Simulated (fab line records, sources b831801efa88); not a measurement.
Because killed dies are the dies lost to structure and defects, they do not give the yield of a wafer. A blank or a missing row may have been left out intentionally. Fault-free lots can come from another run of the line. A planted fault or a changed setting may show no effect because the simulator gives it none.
fab line records | flow sky130
record lots=7 | wafers=19 | last_day=50
route steps=708 shown LI_CONTACT@383 LOCAL_INTERCONNECT@387
lots with no fault: from the same line, run without faults
start_h: hours from the record's first day to the start of the lot's first wafer shown | wait_h: time in hours since the lot's previous step | " the same as in the row above | L1.1+2: a row that stands for several wafers | - no value, or no start given | * or withheld: withheld | < > ~ a bound
route shown NAME@n: NAME is a module with steps in the file, n the number in the route of the first one | usual: mean/standard deviation taken from wafers without a fault | same: alike in all rows | chamber/n: place in a boat | sites: per-site readings | _std_site: their standard deviation | _edge_site: outer sites' mean less inner sites' | radius_mm: how far each site lies from the wafer's centre | mask NAME#n: copy n | behind: the tool/chamber that last shaped the wafer | hold: what put the lot on hold/how long, in hours/how the hold closed | device: names the non-switching transistor (n, p or np) | end of line: tests run on the same wafers once the route is complete | a step without rows: its recipe alone | killed: count of dies lost to structure and defects at first sort (not the wafer's yield) | map: a wafer's dies, x killed, . not, _ none there
set.NAME: the setting as run; set.NAME@STEP: as run at that earlier step | model.NAME: the simulator's own value behind a step, which no gauge read
lots at selected steps of the route; one table per step, one row per wafer
services: a tool's chamber out of use, with start hour (start_h, from the record's first day; less than 0 if before it), hours out, and reason
## steps
# step SKY_LI_CONTACT_CVD_21
# recipe material=W | target_thk_nm=400 | time_s=120.56 | temp_c=400 | pressure_torr=40
# usual heater_power_w=962/100 | susceptor_temp_C=400.00/0.21
lot.wafer | tool     | chamber | start_h | wait_h | heater_power_w | susceptor_temp_C
L997.2    | cvd_w-01 | 1       | 690.78  | 0.0    | 874            | 399.71
L997.5    | "        | 0       | "       | "      | 1056           | 400.27
L998.2    | cvd_w-02 | 1       | 697.31  | 0.0    | 837            | 400.26
L998.4    | "        | 0       | "       | "      | 1049           | 399.91
L998.5    | "        | 1       | "       | "      | 846            | 400.13
L999.2    | cvd_w-01 | 0       | 707.48  | 0.0    | 1055           | 400.15
L999.3    | "        | 0       | "       | "      | 1083           | 400.16
L999.5    | "        | 0       | "       | "      | 1079           | 399.99
L100.2    | cvd_w-02 | 0       | 712.03  | 0.0    | 1004           | 400.28
L100.6    | "        | 0       | "       | "      | 1038           | 400.47
L113.2    | cvd_w-01 | 1       | 823.67  | 0.0    | 891            | 399.90
L113.3    | "        | 0       | "       | "      | 1056           | 399.58
L113.6    | "        | 0       | "       | "      | 1057           | 400.12
L116.2    | cvd_w-01 | 1       | 835.23  | 0.0    | 879            | 399.86
L116.4    | "        | 0       | "       | "      | 1077           | 399.92
L116.5    | "        | 1       | "       | "      | 897            | 399.97
L117.1    | cvd_w-02 | 0       | 838.18  | 0.0    | 1039           | 400.07
L117.4    | "        | 1       | "       | "      | 860            | 399.52
L117.6    | "        | 0       | "       | "      | 1064           | 400.24
# step SKY_LI_CONTACT_RS_MEAS_22
# recipe thk_meas_gauge=four-point-probe | reads=W_of_LI_CONTACT_CVD_21+TiN_of_LI_CONTACT_SPUTTER_20+Ti_of_LI_CONTACT_SPUTTER_19
# usual LI_CONTACT_W_RS=0.287/0.0032
lot.wafer | tool          | chamber | start_h | wait_h | LI_CONTACT_W_RS[ohm/sq]
L997.2    | film_metro-03 | -       | 690.93  | 0.1    | 0.287
L997.5    | "             | -       | "       | "      | 0.284
L998.2    | film_metro-04 | -       | 697.46  | 0.1    | 0.286
L998.4    | "             | -       | "       | "      | 0.289
L998.5    | "             | -       | "       | "      | 0.283
L999.2    | film_metro-04 | -       | 707.63  | 0.1    | 0.287
L999.3    | "             | -       | "       | "      | 0.288
L999.5    | "             | -       | "       | "      | 0.288
L100.2    | film_metro-03 | -       | 712.18  | 0.1    | 0.289
L100.6    | "             | -       | "       | "      | 0.283
L113.2    | film_metro-02 | -       | 823.81  | 0.1    | 0.284
L113.3    | "             | -       | "       | "      | 0.281
L113.6    | "             | -       | "       | "      | 0.285
L116.2    | film_metro-04 | -       | 835.38  | 0.1    | 0.287
L116.4    | "             | -       | "       | "      | 0.279
L116.5    | "             | -       | "       | "      | 0.284
L117.1    | film_metro-02 | -       | 838.31  | 0.1    | 0.287
L117.4    | "             | -       | "       | "      | 0.286
L117.6    | "             | -       | "       | "      | 0.289
# step SKY_LI_CONTACT_THK_MEAS_23
# recipe thk_meas_gauge=xrf | reads=W_of_LI_CONTACT_CVD_21
# usual LI_CONTACT_W_THK=372/6.8
lot.wafer | tool          | chamber | start_h | wait_h | LI_CONTACT_W_THK[nm]
L997.2    | film_metro-03 | -       | 691.04  | 0.1    | 382
L997.5    | "             | -       | "       | "      | 386
L998.2    | film_metro-04 | -       | 697.57  | 0.1    | 364
L998.4    | "             | -       | "       | "      | 363
L998.5    | "             | -       | "       | "      | 367
L999.2    | film_metro-04 | -       | 707.74  | 0.1    | 362
L999.3    | "             | -       | "       | "      | 361
L999.5    | "             | -       | "       | "      | 362
L100.2    | film_metro-03 | -       | 712.29  | 0.1    | 377
L100.6    | "             | -       | "       | "      | 383
L113.2    | film_metro-02 | -       | 823.92  | 0.1    | 375
L113.3    | "             | -       | "       | "      | 381
L113.6    | "             | -       | "       | "      | 375
L116.2    | film_metro-04 | -       | 835.49  | 0.1    | 366
L116.4    | "             | -       | "       | "      | 378
L116.5    | "             | -       | "       | "      | 372
L117.1    | film_metro-02 | -       | 838.43  | 0.1    | 373
L117.4    | "             | -       | "       | "      | 373
L117.6    | "             | -       | "       | "      | 372
# step SKY_LI_CONTACT_CMP_24
# recipe stop_on=PSG | t_overpolish_s=20 | down_force_psi=3.5 | platen_rpm=60 | target_thk_nm=0 | pad_velocity_m_s=0.94248
# usual motor_current_A=10.8/0.97 | overpolish_run_s=20.001/0.009 | slurry_filter_dp_kPa=13.53/0.13 | time_to_endpoint_s=96/3
lot.wafer | tool   | chamber | start_h | wait_h | motor_current_A | overpolish_run_s | slurry_filter_dp_kPa | time_to_endpoint_s
L997.2    | cmp-02 | 0       | 691.09  | 0.0    | 10.6            | 20.005           | 13.28                | 92
L997.5    | "      | 1       | "       | "      | 11.1            | 19.993           | 13.27                | 94
L998.4    | cmp-01 | 2       | 697.67  | 0.1    | 10.8            | 19.992           | 13.66                | 98
L998.2    | "      | 0       | "       | "      | 9.2             | 20.016           | 13.36                | 97
L998.5    | "      | 1       | "       | "      | 10.1            | 20.007           | 13.61                | 99
L999.3    | cmp-01 | 0       | 707.84  | 0.1    | 9.6             | 20.007           | 13.58                | 96
L999.2    | "      | 1       | "       | "      | 10.0            | 20.002           | 13.41                | 101
L999.5    | "      | 3       | "       | "      | 11.6            | 20.001           | 13.41                | 98
L100.2    | cmp-02 | 3       | 712.49  | 0.2    | 9.7             | 20.008           | 13.60                | 98
L100.6    | "      | 0       | "       | "      | 11.5            | 19.991           | 13.36                | 95
L113.2    | cmp-02 | 1       | 823.97  | 0.0    | 11.5            | 20.005           | 13.53                | 101
L113.3    | "      | 0       | "       | "      | 11.4            | 20.010           | 13.63                | 102
L113.6    | "      | 1       | "       | "      | 10.5            | 19.998           | 13.32                | 97
L116.4    | cmp-01 | 2       | 835.54  | 0.0    | 10.9            | 19.999           | 13.56                | 101
L116.2    | "      | 0       | "       | "      | 9.5             | 19.997           | 13.44                | 96
L116.5    | "      | 3       | "       | "      | 10.3            | 19.994           | 13.57                | 98
L117.1    | cmp-01 | 1       | 838.49  | 0.1    | 10.4            | 19.989           | 13.43                | 102
L117.4    | "      | 2       | "       | "      | 10.7            | 20.001           | 13.53                | 92
L117.6    | "      | 1       | "       | "      | 10.1            | 20.005           | 13.51                | 99
# step SKY_LOCAL_INTERCONNECT_SPUTTER_00
# recipe material=TiN | target_thk_nm=100 | temp_c=300 | power_w=6500 | time_s=83.3 | chamber_pressure_pa=0.4
# usual substrate_temp_c=300.01/0.19 | susceptor_temp_C=299.98/0.19 | throttle_valve_pct=29.6/1.2
lot.wafer | tool           | chamber | start_h | wait_h | substrate_temp_c | susceptor_temp_C | throttle_valve_pct
L997.2    | pvd_sputter-04 | -       | 691.39  | 0.2    | 299.89           | 299.80           | 28.9
L997.5    | "              | -       | "       | "      | 300.22           | 299.86           | 30.9
L998.2    | pvd_sputter-02 | -       | 697.92  | 0.1    | 300.08           | 299.82           | 30.5
L998.4    | "              | -       | "       | "      | 300.31           | 299.75           | 30.1
L998.5    | "              | -       | "       | "      | 300.10           | 300.06           | 30.9
L999.2    | pvd_sputter-02 | -       | 708.09  | 0.1    | 299.67           | 300.08           | 30.3
L999.3    | "              | -       | "       | "      | 300.09           | 299.53           | 26.5
L999.5    | "              | -       | "       | "      | 299.78           | 300.01           | 30.3
L100.2    | pvd_sputter-02 | -       | 712.64  | 0.1    | 300.27           | 300.06           | 31.0
L100.6    | "              | -       | "       | "      | 299.73           | 300.12           | 30.7
L113.2    | pvd_sputter-03 | -       | 824.27  | 0.2    | 300.09           | 299.78           | 29.2
L113.3    | "              | -       | "       | "      | 299.72           | 299.66           | 29.0
L113.6    | "              | -       | "       | "      | 299.96           | 300.15           | 31.4
L116.2    | pvd_sputter-03 | -       | 835.84  | 0.1    | 300.06           | 299.64           | 28.7
L116.4    | "              | -       | "       | "      | 299.91           | 300.02           | 28.8
L116.5    | "              | -       | "       | "      | 300.03           | 300.12           | 29.2
L117.1    | pvd_sputter-03 | -       | 838.79  | 0.2    | 300.27           | 300.01           | 28.7
L117.4    | "              | -       | "       | "      | 300.06           | 300.08           | 29.8
L117.6    | "              | -       | "       | "      | 300.42           | 300.17           | 31.8
# step SKY_LOCAL_INTERCONNECT_RS_MEAS_01
# recipe thk_meas_gauge=four-point-probe | reads=TiN_of_LOCAL_INTERCONNECT_SPUTTER_00
# usual LOCAL_INTERCONNECT_TIN_RS=14.15/0.19
lot.wafer | tool          | chamber | start_h | wait_h | LOCAL_INTERCONNECT_TIN_RS[ohm/sq]
L997.2    | film_metro-03 | -       | 691.47  | 0.1    | 14.11
L997.5    | "             | -       | "       | "      | 13.93
L998.2    | film_metro-04 | -       | 698.00  | 0.1    | 14.13
L998.4    | "             | -       | "       | "      | 14.12
L998.5    | "             | -       | "       | "      | 14.23
L999.2    | film_metro-03 | -       | 708.17  | 0.1    | 14.16
L999.3    | "             | -       | "       | "      | 14.21
L999.5    | "             | -       | "       | "      | 14.14
L100.2    | film_metro-01 | -       | 712.72  | 0.1    | 14.20
L100.6    | "             | -       | "       | "      | 14.12
L113.2    | film_metro-03 | -       | 824.36  | 0.1    | 14.11
L113.3    | "             | -       | "       | "      | 13.79
L113.6    | "             | -       | "       | "      | 13.94
L116.2    | film_metro-01 | -       | 835.92  | 0.1    | 14.28
L116.4    | "             | -       | "       | "      | 14.42
L116.5    | "             | -       | "       | "      | 14.30
L117.1    | film_metro-04 | -       | 838.85  | 0.0    | 14.05
L117.4    | "             | -       | "       | "      | 14.11
L117.6    | "             | -       | "       | "      | 14.05
# step SKY_LOCAL_INTERCONNECT_THK_MEAS_02
# recipe thk_meas_gauge=xrf | reads=TiN_of_LOCAL_INTERCONNECT_SPUTTER_00
# usual LOCAL_INTERCONNECT_TIN_THK=100.5/1.5
lot.wafer | tool          | chamber | start_h | wait_h | LOCAL_INTERCONNECT_TIN_THK[nm]
L997.2    | film_metro-03 | -       | 691.58  | 0.1    | 99.7
L997.5    | "             | -       | "       | "      | 100.7
L998.2    | film_metro-04 | -       | 698.11  | 0.1    | 101.0
L998.4    | "             | -       | "       | "      | 101.5
L998.5    | "             | -       | "       | "      | 100.5
L999.2    | film_metro-03 | -       | 708.28  | 0.1    | 99.4
L999.3    | "             | -       | "       | "      | 99.5
L999.5    | "             | -       | "       | "      | 99.9
L100.2    | film_metro-01 | -       | 712.83  | 0.1    | 100.4
L100.6    | "             | -       | "       | "      | 101.4
L113.2    | film_metro-03 | -       | 824.47  | 0.1    | 100.0
L113.3    | "             | -       | "       | "      | 102.3
L113.6    | "             | -       | "       | "      | 101.4
L116.2    | film_metro-01 | -       | 836.03  | 0.1    | 99.8
L116.4    | "             | -       | "       | "      | 98.9
L116.5    | "             | -       | "       | "      | 100.4
L117.1    | film_metro-04 | -       | 838.97  | 0.1    | 101.2
L117.4    | "             | -       | "       | "      | 101.1
L117.6    | "             | -       | "       | "      | 101.0
# step SKY_LOCAL_INTERCONNECT_DEHYDRATE_03
# recipe temp_c=200 | time_s=60
# step SKY_LOCAL_INTERCONNECT_HMDS_04
# recipe prime_time_s=60 | prime_temp_c=120
# step SKY_LOCAL_INTERCONNECT_COAT_05
# recipe resist=BARC | temp_c=withheld | time_s=withheld | spin_rpm=3000 | resist_thk_nm=60
# step SKY_LOCAL_INTERCONNECT_COAT_06
# recipe resist=KrF-thick | spin_rpm=3000 | resist_thk_nm=450
# step SKY_LOCAL_INTERCONNECT_SOFTBAKE_07
# recipe temp_c=100 | time_s=90 | resist=KrF-thick
# step SKY_LOCAL_INTERCONNECT_EXPOSE_08
# recipe mask_id=LI1M | na=0.8 | source_shape=annular | sigma_inner=0.55 | sigma_outer=0.85 | target_cd_nm=170 | dose_mj=28
lot.wafer  | tool           | chamber | start_h | wait_h | mask
L997.2+5   | krf_scanner-02 | 0       | 705.10  | -      | LI1M#0
L998.2+4+5 | krf_scanner-02 | 0       | 711.55  | -      | LI1M#0
L999.2+3+5 | krf_scanner-01 | 0       | 722.09  | -      | LI1M#0
L100.2+6   | krf_scanner-02 | 0       | 725.99  | -      | LI1M#0
L113.2+3+6 | krf_scanner-02 | 0       | 838.41  | -      | LI1M#0
L116.2+4+5 | krf_scanner-01 | 0       | 849.66  | -      | LI1M#0
L117.1+4+6 | krf_scanner-02 | 0       | 852.07  | -      | LI1M#0
# step SKY_LOCAL_INTERCONNECT_PEB_09
# recipe peb_temp_c=withheld | peb_time_s=withheld | resist=KrF-thick
# step SKY_LOCAL_INTERCONNECT_DEVELOP_10
# recipe develop_time_s=60 | resist=KrF-thick | dev_temp_c=21
# step SKY_LOCAL_INTERCONNECT_CD_MEAS_11
# recipe target_cd_nm=170
# usual cd_nm=169.9/1.8
lot.wafer | tool      | chamber | start_h | wait_h | hold                     | cd_nm
L997.2    | cd_sem-01 | -       | 718.37  | -      | await_dispo/0.2h/release | 132.7
L997.5    | "         | -       | "       | "      | await_dispo/0.2h/release | 168.5
L997.2    | cd_sem-01 | -       | 718.65  | 0.3    | -                        | 132.3
L997.5    | "         | -       | "       | "      | -                        | 168.2
L998.2    | cd_sem-01 | -       | 724.55  | -      | await_dispo/0.2h/release | 135.9
L998.4    | "         | -       | "       | "      | await_dispo/0.2h/release | 172.6
L998.5    | "         | -       | "       | "      | await_dispo/0.2h/release | 172.3
L998.2    | cd_sem-01 | -       | 725.02  | 0.4    | -                        | 135.7
L998.4    | "         | -       | "       | "      | -                        | 172.3
L998.5    | "         | -       | "       | "      | -                        | 172.7
L999.2    | cd_sem-01 | -       | 734.70  | -      | -                        | 172.8
L999.3    | "         | -       | "       | "      | -                        | 172.6
L999.5    | "         | -       | "       | "      | -                        | 171.7
L100.2    | cd_sem-02 | -       | 738.82  | -      | await_dispo/0.2h/release | 135.0
L100.6    | "         | -       | "       | "      | await_dispo/0.2h/release | 170.2
L100.2    | cd_sem-02 | -       | 739.10  | 0.3    | -                        | 135.6
L100.6    | "         | -       | "       | "      | -                        | 170.2
L113.2    | cd_sem-02 | -       | 851.26  | -      | -                        | 171.2
L113.3    | "         | -       | "       | "      | -                        | 171.2
L113.6    | "         | -       | "       | "      | -                        | 171.0
L116.2    | cd_sem-02 | -       | 862.42  | -      | -                        | 170.3
L116.4    | "         | -       | "       | "      | -                        | 171.3
L116.5    | "         | -       | "       | "      | -                        | 170.7
L117.1    | cd_sem-01 | -       | 865.52  | -      | -                        | 170.0
L117.4    | "         | -       | "       | "      | -                        | 170.5
L117.6    | "         | -       | "       | "      | -                        | 166.8
# step SKY_LOCAL_INTERCONNECT_OVL_MEAS_12
# usual LOCAL_INTERCONNECT_OVL=-5/4.8
lot.wafer | tool       | chamber | start_h | wait_h | hold                     | LOCAL_INTERCONNECT_OVL[nm]
L997.2    | overlay-01 | -       | 723.30  | 4.6    | await_dispo/4.5h/release | 1
L997.5    | "          | -       | "       | "      | await_dispo/4.5h/release | 5
L998.2    | overlay-02 | -       | 725.62  | 0.6    | await_dispo/0.5h/release | -13
L998.4    | "          | -       | "       | "      | await_dispo/0.5h/release | -10
L998.5    | "          | -       | "       | "      | await_dispo/0.5h/release | -14
L999.2    | overlay-01 | -       | 734.81  | 0.1    | -                        | -2
L999.3    | "          | -       | "       | "      | -                        | -3
L999.5    | "          | -       | "       | "      | -                        | 3
L100.2    | overlay-01 | -       | 740.88  | 1.8    | await_dispo/1.7h/release | 1
L100.6    | "          | -       | "       | "      | await_dispo/1.7h/release | 3
L113.2    | overlay-01 | -       | 851.37  | 0.1    | -                        | 5
L113.3    | "          | -       | "       | "      | -                        | -8
L113.6    | "          | -       | "       | "      | -                        | -4
L116.2    | overlay-02 | -       | 862.53  | 0.1    | -                        | -4
L116.4    | "          | -       | "       | "      | -                        | -1
L116.5    | "          | -       | "       | "      | -                        | 1
L117.1    | overlay-02 | -       | 865.64  | 0.1    | -                        | -7
L117.4    | "          | -       | "       | "      | -                        | -14
L117.6    | "          | -       | "       | "      | -                        | -6
# step SKY_LOCAL_INTERCONNECT_ETCH_13
# recipe chemistry=N2/H2 | target=BARC | ion_energy_ev=200 | bias_w=100 | pressure_mtorr=30 | n2_flow_sccm=100 | h2_flow_sccm=200 | icp_w=500 | stop_on=SiO2 | time_s=45.9 | target_depth_a=600
# usual drypump_motor_current_A=5.7/0.52 | oes_product_au=0.853/0.0045 | throttle_valve_pct=13.225/0.0084
lot.wafer | tool         | chamber | start_h | wait_h | drypump_motor_current_A | oes_product_au | rf_hours_counter_h | throttle_valve_pct | model.LOCAL_INTERCONNECT.cd_nm
L997.2    | rie_metal-04 | 0       | 723.33  | 0.0    | 5.5                     | 0.853          | 5                  | 13.234             | 132.7
L997.5    | "            | 0       | "       | "      | 5.5                     | 0.857          | -                  | 13.226             | 168.4
L998.2    | rie_metal-04 | 0       | 725.65  | 0.0    | 5.5                     | 0.859          | 6                  | 13.211             | 136
L998.4    | "            | 0       | "       | "      | 5.5                     | 0.855          | -                  | 13.226             | 172.7
L998.5    | "            | 1       | "       | "      | 5.0                     | 0.852          | -                  | 13.246             | 172.5
L999.2    | rie_metal-03 | 0       | 734.84  | 0.0    | 6.4                     | 0.848          | 8                  | 13.226             | 172.8
L999.3    | "            | 1       | "       | "      | 5.4                     | 0.852          | -                  | 13.234             | 171.9
L999.5    | "            | 0       | "       | "      | 6.4                     | 0.853          | -                  | 13.221             | 171.2
L100.2    | rie_metal-04 | 0       | 740.91  | 0.0    | 5.5                     | 0.850          | 6                  | 13.231             | 135.8
L100.6    | "            | 1       | "       | "      | 5.0                     | 0.854          | -                  | 13.221             | 170.2
L113.2    | rie_metal-04 | 0       | 851.40  | 0.0    | 5.5                     | 0.852          | 10                 | 13.221             | 171.9
L113.3    | "            | 1       | "       | "      | 5.0                     | 0.850          | -                  | 13.241             | 171.8
L113.6    | "            | 1       | "       | "      | 5.0                     | 0.851          | -                  | 13.209             | 171.6
L116.2    | rie_metal-03 | 1       | 862.56  | 0.0    | 5.4                     | 0.854          | 12                 | 13.218             | 169.8
L116.4    | "            | 1       | "       | "      | 5.4                     | 0.861          | -                  | 13.218             | 171.2
L116.5    | "            | 0       | "       | "      | 6.4                     | 0.845          | -                  | 13.229             | 171.2
L117.1    | rie_metal-04 | 0       | 865.67  | 0.0    | 5.5                     | 0.859          | 12                 | 13.218             | 170.6
L117.4    | "            | 1       | "       | "      | 5.0                     | 0.855          | -                  | 13.211             | 171.4
L117.6    | "            | 1       | "       | "      | 5.0                     | 0.849          | -                  | 13.211             | 167.6
# step SKY_LOCAL_INTERCONNECT_METAL_ETCH_14
# recipe target_depth_nm=110 | stop_on=PSG | chemistry=Cl2/BCl3 | target=TiN | resist_sidewall_deg=88 | pressure_mtorr=10 | icp_w=900 | bias_w=48.5 | Cl2_flow_sccm=60 | bcl3_flow_sccm=30 | time_s=31.4
# usual drypump_motor_current_A=5.6/0.51 | oes_product_au=0.941/0.0084 | throttle_valve_pct=21.901/0.011
lot.wafer | tool         | chamber | start_h | wait_h | drypump_motor_current_A | oes_product_au | rf_hours_counter_h | throttle_valve_pct | model.LOCAL_INTERCONNECT.cd_nm
L997.2    | rie_metal-04 | 0       | 723.39  | 0.0    | 5.5                     | 0.944          | 5                  | 21.891             | 132.9
L997.5    | "            | 0       | "       | "      | 5.5                     | 0.951          | -                  | 21.893             | 168.5
L998.2    | rie_metal-04 | 0       | 725.71  | 0.0    | 5.5                     | 0.940          | 6                  | 21.888             | 136.3
L998.4    | "            | 0       | "       | "      | 5.5                     | 0.937          | -                  | 21.903             | 173.2
L998.5    | "            | 1       | "       | "      | 5.0                     | 0.932          | -                  | 21.891             | 172.2
L999.2    | rie_metal-03 | 0       | 734.90  | 0.0    | 6.4                     | 0.929          | 8                  | 21.912             | 172.6
L999.3    | "            | 1       | "       | "      | 5.4                     | 0.940          | -                  | 21.906             | 173
L999.5    | "            | 0       | "       | "      | 6.4                     | 0.939          | -                  | 21.911             | 171.5
L100.2    | rie_metal-04 | 0       | 740.97  | 0.0    | 5.5                     | 0.939          | 6                  | 21.902             | 136
L100.6    | "            | 1       | "       | "      | 5.0                     | 0.939          | -                  | 21.895             | 170.7
L113.2    | rie_metal-04 | 0       | 851.46  | 0.0    | 5.5                     | 0.947          | 10                 | 21.891             | 172.1
L113.3    | "            | 1       | "       | "      | 5.0                     | 0.958          | -                  | 21.886             | 171.6
L113.6    | "            | 1       | "       | "      | 5.0                     | 0.945          | -                  | 21.893             | 171.8
L116.2    | rie_metal-03 | 1       | 862.62  | 0.0    | 5.4                     | 0.934          | 12                 | 21.900             | 170
L116.4    | "            | 1       | "       | "      | 5.4                     | 0.925          | -                  | 21.918             | 171.2
L116.5    | "            | 0       | "       | "      | 6.4                     | 0.937          | -                  | 21.911             | 170.9
L117.1    | rie_metal-04 | 0       | 865.74  | 0.0    | 5.5                     | 0.952          | 12                 | 21.904             | 170.8
L117.4    | "            | 1       | "       | "      | 5.0                     | 0.950          | -                  | 21.904             | 171.6
L117.6    | "            | 1       | "       | "      | 5.0                     | 0.948          | -                  | 21.905             | 167.5
# step SKY_LOCAL_INTERCONNECT_STRIP_15
# recipe chemistry=O2/N2 | power_w=1400 | pressure_mtorr=1500 | platen_temp_c=withheld | o2_flow_sccm=3000 | n2_flow_sccm=300 | overash_fraction=0.5
# usual drypump_motor_current_A=5.7/0.48 | oes_product_au=0.427/0.0043 | strip_time_to_endpoint_s=4.721/0.018
lot.wafer | tool            | chamber | start_h | wait_h | drypump_motor_current_A | oes_product_au | rf_hours_counter_h | strip_time_to_endpoint_s
L997.2    | plasma_asher-01 | 1       | 723.44  | 0.0    | 5.0                     | 0.424          | 99                 | 4.744
L997.5    | "               | 1       | "       | "      | 5.0                     | 0.422          | -                  | 4.762
L998.2    | plasma_asher-01 | 0       | 725.76  | 0.0    | 6.4                     | 0.423          | 100                | 4.711
L998.4    | "               | 1       | "       | "      | 4.9                     | 0.426          | -                  | 4.734
L998.5    | "               | 0       | "       | "      | 6.4                     | 0.431          | -                  | 4.748
L999.2    | plasma_asher-04 | 1       | 734.95  | 0.0    | 5.2                     | 0.439          | 31                 | 4.692
L999.3    | "               | 0       | "       | "      | 6.1                     | 0.429          | -                  | 4.713
L999.5    | "               | 1       | "       | "      | 5.2                     | 0.425          | -                  | 4.711
L100.2    | plasma_asher-03 | 0       | 741.02  | 0.0    | 5.8                     | 0.425          | 62                 | 4.731
L100.6    | "               | 1       | "       | "      | 5.7                     | 0.429          | -                  | 4.705
L113.2    | plasma_asher-03 | 0       | 851.51  | 0.0    | 5.8                     | 0.429          | 74                 | 4.710
L113.3    | "               | 0       | "       | "      | 5.8                     | 0.424          | -                  | 4.742
L113.6    | "               | 1       | "       | "      | 5.7                     | 0.426          | -                  | 4.721
L116.2    | plasma_asher-01 | 0       | 862.67  | 0.0    | 6.4                     | 0.422          | 12                 | 4.706
L116.4    | "               | 0       | "       | "      | 6.4                     | 0.430          | -                  | 4.727
L116.5    | "               | 1       | "       | "      | 5.0                     | 0.429          | -                  | 4.735
L117.1    | plasma_asher-04 | 0       | 865.79  | 0.0    | 6.2                     | 0.434          | 44                 | 4.695
L117.4    | "               | 0       | "       | "      | 6.1                     | 0.424          | -                  | 4.692
L117.6    | "               | 1       | "       | "      | 5.1                     | 0.436          | -                  | 4.696
## services
tool            | chamber | start_h | hours | kind
pvd_sputter-02  | -       | 679.99  | 4.8   | repair
cmp-01          | -       | 685.46  | 1.0   | repair
plasma_asher-04 | -       | 690.53  | 5.0   | repair
cmp-02          | -       | 693.28  | 0.9   | repair
krf_scanner-02  | -       | 701.49  | 0.4   | repair
krf_scanner-01  | -       | 709.52  | 1.3   | pm
cmp-01          | -       | 711.86  | 0.5   | repair
krf_scanner-01  | -       | 711.88  | 5.7   | repair
krf_scanner-01  | -       | 712.76  | 0.4   | repair
pvd_sputter-03  | -       | 716.76  | 8.5   | repair
plasma_asher-01 | -       | 733.75  | 9.0   | pm
cmp-01          | -       | 744.12  | 4.0   | pm
rie_metal-04    | -       | 772.48  | 0.7   | repair
cvd_w-02        | -       | 777.25  | 6.0   | pm
cmp-02          | -       | 779.68  | 4.3   | repair
cvd_w-01        | -       | 787.56  | 28.1  | pm
krf_scanner-02  | -       | 799.05  | 1.0   | pm
krf_scanner-02  | -       | 801.22  | 1.3   | pm
krf_scanner-02  | -       | 807.03  | 4.0   | pm
krf_scanner-02  | -       | 816.74  | 0.8   | pm
rie_metal-04    | 1       | 854.78  | 7.0   | repair
krf_scanner-02  | -       | 859.39  | 8.4   | repair
cmp-02          | -       | 862.13  | 5.2   | pm
cvd_w-02        | -       | 863.30  | 6.9   | pm
## key
first_sign step=SKY_LOCAL_INTERCONNECT_CD_MEAS_11 | reading=visit | direction=added
effect step=SKY_LOCAL_INTERCONNECT_CD_MEAS_11 | reading=cd_nm | direction=down | sigmas=20 | usual=169.9 | struck=134.5
model_effect step=SKY_LOCAL_INTERCONNECT_ETCH_13 | value=LOCAL_INTERCONNECT.cd_nm | without=170.8 | struck=134.8
model_effect step=SKY_LOCAL_INTERCONNECT_METAL_ETCH_14 | value=LOCAL_INTERCONNECT.cd_nm | without=171.1 | struck=135.1
met_at SKY_LOCAL_INTERCONNECT_EXPOSE_08
struck_wafers L997.2,L998.2,L100.2
later_rows_left_out L997.2,L998.2,L100.2
sort_left_out L997.2,L998.2,L100.2
tester_left_out L997,L998,L100
fault kind=process_parameter_drift | tool=krf_scanner-02 | chamber=- | onset_h=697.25 | steps=SKY_LOCAL_INTERCONNECT_EXPOSE_08 | channel=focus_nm | offset=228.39 | shape=step | end_h=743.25 | scope=struck_wafers_only
# tester_left_out: of these lots the tester's yield and bins aren't shown, on N5 and GAA mostly nor the transistor test; their killed dies are dies lost to structure and defects alone, not to doping, threshold or leakage, so they don't give the yield
# sort_left_out: the simulated sort isn't trusted on such a fault, so these wafers' sort isn't shown, and their yield isn't known
# later_rows_left_out: the simulator's readings of these wafers behind a module that went badly wrong aren't trusted and aren't shown, but for the sort
